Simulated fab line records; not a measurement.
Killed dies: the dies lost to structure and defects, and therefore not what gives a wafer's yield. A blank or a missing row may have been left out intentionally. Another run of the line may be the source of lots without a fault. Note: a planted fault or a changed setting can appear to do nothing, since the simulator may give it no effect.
2 desks, one fault || flow sfqLine || every desk sees just its own numbers, and what lay behind them comes last

AT THE METROLOGY DESK
Lot by lot, what the gauges showed, no matter which tool ran the lot: averages of those sampled wafers that carry a number. A lot is out of limits, marked OUT, if its mean lies more than 4 standard deviations from the usual mean; the brackets give that distance.
Columns: A = I0_BOW at SFQ_I0_BOW_MEAS_907, usual 1 um
{"lot": "L588", "first seen here": "day 11 05:38", "A": -4}
{"lot": "L589", "first seen here": "day 11 13:16", "A": -9}
{"lot": "L591", "first seen here": "day 11 16:13", "A": 1}
{"lot": "L593", "first seen here": "day 11 22:13", "A": 1}
{"lot": "L595", "first seen here": "day 12 01:14", "A": -1}
{"lot": "L598", "first seen here": "day 12 16:32", "A": 9}
{"lot": "L599", "first seen here": "day 12 19:53", "A": 3}
{"lot": "L601", "first seen here": "day 13 05:28", "A": -8}
{"lot": "L603", "first seen here": "day 13 10:14", "A": 5}
{"lot": "L604", "first seen here": "day 13 21:47", "A": -9}
{"lot": "L607", "first seen here": "day 19 23:22", "A": 11}
{"lot": "L608", "first seen here": "day 20 22:06", "A": 1}
{"lot": "L609", "first seen here": "day 22 00:14", "A": -2}
{"lot": "L610", "first seen here": "day 22 01:15", "A": -7}
{"lot": "L611", "first seen here": "day 22 03:13", "A": 4}
This desk's verdict: no lot among the 15 shows anything out of limits.

FOR THE TOOL OWNER'S DESK: cmp-01
The tool's own readings at SFQ_TRILAYER_I0_CMP_CMP_028 (polishes SiO2): means of the sampled wafers that have a number, for each lot that ran on this tool. A lot is out of limits, marked OUT, if its mean lies more than 4 standard deviations from the usual mean; the brackets give that distance.
Columns: A = motorCurrentA at SFQ_TRILAYER_I0_CMP_CMP_028, usual 10.1 A; B = platenRpm at SFQ_TRILAYER_I0_CMP_CMP_028, usual 59.99 rpm; C = timeToEndpointS at SFQ_TRILAYER_I0_CMP_CMP_028, usual 216 s
{"lot": "L589", "first seen here": "day 11 10:13", "A": 10.4, "B": 60.02, "C": 222}
{"lot": "L591", "first seen here": "day 11 14:13", "A": 10.1, "B": 60.01, "C": 211}
{"lot": "L593", "first seen here": "day 11 19:13", "A": 10.4, "B": 60.00, "C": 210}
{"lot": "L595", "first seen here": "day 11 22:43", "A": 9.4, "B": 59.98, "C": 216}
{"lot": "L598", "first seen here": "day 12 13:30", "A": 9.9, "B": 59.99, "C": 214}
{"lot": "L599", "first seen here": "day 12 17:52", "A": 10.3, "B": 60.00, "C": 212}
{"lot": "L601", "first seen here": "day 13 02:28", "A": 10.5, "B": 59.99, "C": 198}
{"lot": "L603", "first seen here": "day 13 07:14", "A": 10.3, "B": 60.02, "C": 187}
{"lot": "L604", "first seen here": "day 13 19:17", "A": 10.1, "B": 59.99, "C": 189}
{"lot": "L607", "first seen here": "day 19 20:52", "A": 10.0, "B": 60.00, "C": 214}
{"lot": "L608", "first seen here": "day 20 20:05", "A": 10.6, "B": 59.98, "C": 211}
{"lot": "L609", "first seen here": "day 21 21:13", "A": 9.9, "B": 59.99, "C": 217}
{"lot": "L611", "first seen here": "day 22 00:13", "A": 10.4, "B": 59.97, "C": 209}
This desk's verdict: no lot among the 13 shows anything out of limits.

BROUGHT TOGETHER
Nothing out of limits was seen by the metrology desk.
Nothing out of limits was seen by the tool owner's desk.

WHAT THE SIMULATOR HAD PUT IN
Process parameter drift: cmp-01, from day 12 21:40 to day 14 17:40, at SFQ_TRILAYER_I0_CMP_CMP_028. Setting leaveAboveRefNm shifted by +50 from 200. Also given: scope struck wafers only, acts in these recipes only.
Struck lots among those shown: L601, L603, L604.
